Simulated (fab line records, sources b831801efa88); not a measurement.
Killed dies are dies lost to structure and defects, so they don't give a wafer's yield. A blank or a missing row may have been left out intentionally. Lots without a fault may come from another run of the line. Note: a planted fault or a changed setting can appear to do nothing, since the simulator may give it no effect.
Comparing a struck lot with a sound one :: flow sky130 :: 17 out of 708 route steps
Sound: wafers L669.1, L669.4, L669.6. The struck wafers were L682.4, L682.5, L682.6. The cause is given at the end.
Per side, at each step with rows, come the tool, then ch with its chambers, and then its first start. Under that, the readings that differ: sound wafers :: struck wafers :: difference of the means :: sigmas: that difference in standard deviations of wafers without a fault.
alike: a reading whose means differ by less than 2 such deviations, as well as words and numbers matching on both sides. not compared: withheld readings; readings where some wafer has no value; bounds like >300 that might hide an equal value; numbers whose values overlap and for which the record gives no deviation.
Wherever a step has rows on one side only, a row that says differs or no value, or a row with sigmas, the two part there. Numbers that don't overlap but have no deviation are shown without sigmas and don't part them. A reading missing from all wafers of one side parts the sides only when that side holds two or more wafers.

first, 2 steps without rows for these wafers: SKY_CONTACT_PEB_12; SKY_CONTACT_DEVELOP_13 (develop time 60 s).
SKY_CONTACT_CD_MEAS_14: target cd 170 nm.
  sound on cd-sem-01, day 32 20:44; struck on cd-sem-01, day 36 23:56
reading: cd-nm (nm)
sound: 168.8 167.8 167.8
struck: 171.8 171.1 172.7
difference: +3.7
sigmas: +3
SKY_CONTACT_OVL_MEAS_15:
  sound on overlay-02, day 32 20:52; struck on overlay-01, day 37 00:01
  alike: CONTACT_OVL
SKY_CONTACT_ETCH_16: etches BARC in N2/H2, stops on SiO2, time 45.9 s, target depth 60 nm.
  sound on rie-diel-03 ch 1,2,3, day 32 20:53; struck on rie-diel-02 ch 1,2,3, day 37 00:02
  alike: drypump-motor-current-A, oes-product-au, throttle-valve-pct
  not compared: rf-hours-counter-h
SKY_CONTACT_ETCH_17: etches SiO2 in C4F8/O2/Ar, stops on Si3N4, target depth 340 nm.
  sound on rie-diel-03 ch 1,2,3, day 32 20:56; struck on rie-diel-02 ch 1,2,3, day 37 00:05
  alike: oes-product-au
SKY_CONTACT_ETCH_18: etches Si3N4 in CHF3/O2, stops on TiN, time 39 s, target depth 75 nm.
  sound on rie-diel-03 ch 1,2,3; struck on rie-diel-02 ch 1,2,3
  alike: drypump-motor-current-A, oes-product-au, throttle-valve-pct
  not compared: rf-hours-counter-h
SKY_CONTACT_STRIP_19: strips in O2/N2.
  sound on plasma-asher-02 ch 0,1, day 32 21:02; struck on plasma-asher-01 ch 0,1, day 37 00:11
  alike: drypump-motor-current-A, oes-product-au, strip-time-to-endpoint-s
  not compared: rf-hours-counter-h
then, 3 steps without rows for these wafers: SKY_CONTACT_STRIP_20 (strips in post etch residue remover, time 1200 s); SKY_CONTACT_CLEAN_21 (cleans in IPA, time 180 s); SKY_CONTACT_CLEAN_22 (cleans in O3/DIW).
SKY_CONTACT_SPUTTER_23: material TiN, target thk 20 nm, time 80 s.
  sound on pvd-sputter-02, day 32 21:41; struck on pvd-sputter-02, day 37 00:46
  alike: chamber-pressure-pa, throttle-valve-pct
SKY_CONTACT_CVD_24: deposits W, target thk 340 nm, time 102.12 s.
  sound on cvd-w-02 ch 0,1, day 32 21:44; struck on cvd-w-02 ch 0,1, day 37 00:52
  no value came back on the struck wafers for chamber-pressure-Torr (Torr), heater-power-outer-w (W), heater-power-w (W); on the sound wafers chamber-pressure-Torr (Torr) reads 39.99 40.02 40.13
SKY_CONTACT_RS_MEAS_25: measures by four-point-probe.
  sound on film-metro-01, day 32 21:51; struck on film-metro-01, day 37 00:59
reading: CONTACT_W_RS (ohm/sq)
sound: 0.344 0.341 0.345
struck: 58.494 56.928 57.341
difference: +57.244
sigmas: +99 or more
SKY_CONTACT_THK_MEAS_26: measures by xrf.
  sound on film-metro-01, day 32 21:58; struck on film-metro-01, day 37 01:05
reading: CONTACT_W_THK (nm)
sound: 327 329 327
struck: <0 <0 <0
difference: differs
sigmas: 
SKY_CONTACT_CMP_27: polishes, stops on SiO2, t overpolish 15 s, target thk 0 nm.
  sound on cmp-01 ch 1,2,3, day 32 22:02; struck on cmp-01 ch 0,1, day 37 01:07
reading: time-to-endpoint-s (s)
sound: 76 79 82
struck: 5 7 6
difference: -73
sigmas: -19
  alike: edge-zone-pressure-frac, motor-current-A, platen-rpm, slurry-filter-dp-kPa, slurry-flow-ml-min
-- the record jumps here: 13 days lie between the struck wafers' starts before and after (it left off in module CONTACT and takes up again in module PAD_OPEN, whose first step shown is number 708 of the route) --
SKY_PAD_OPEN_PROBE_99:
  only the struck wafers here have rows in the record (prober-01, day 49 21:53); the sound ones have none

## WHERE THEY PART
Earliest at SKY_CONTACT_CD_MEAS_14; latest, in this record, at SKY_PAD_OPEN_PROBE_99.

WHY: what the simulator had put in
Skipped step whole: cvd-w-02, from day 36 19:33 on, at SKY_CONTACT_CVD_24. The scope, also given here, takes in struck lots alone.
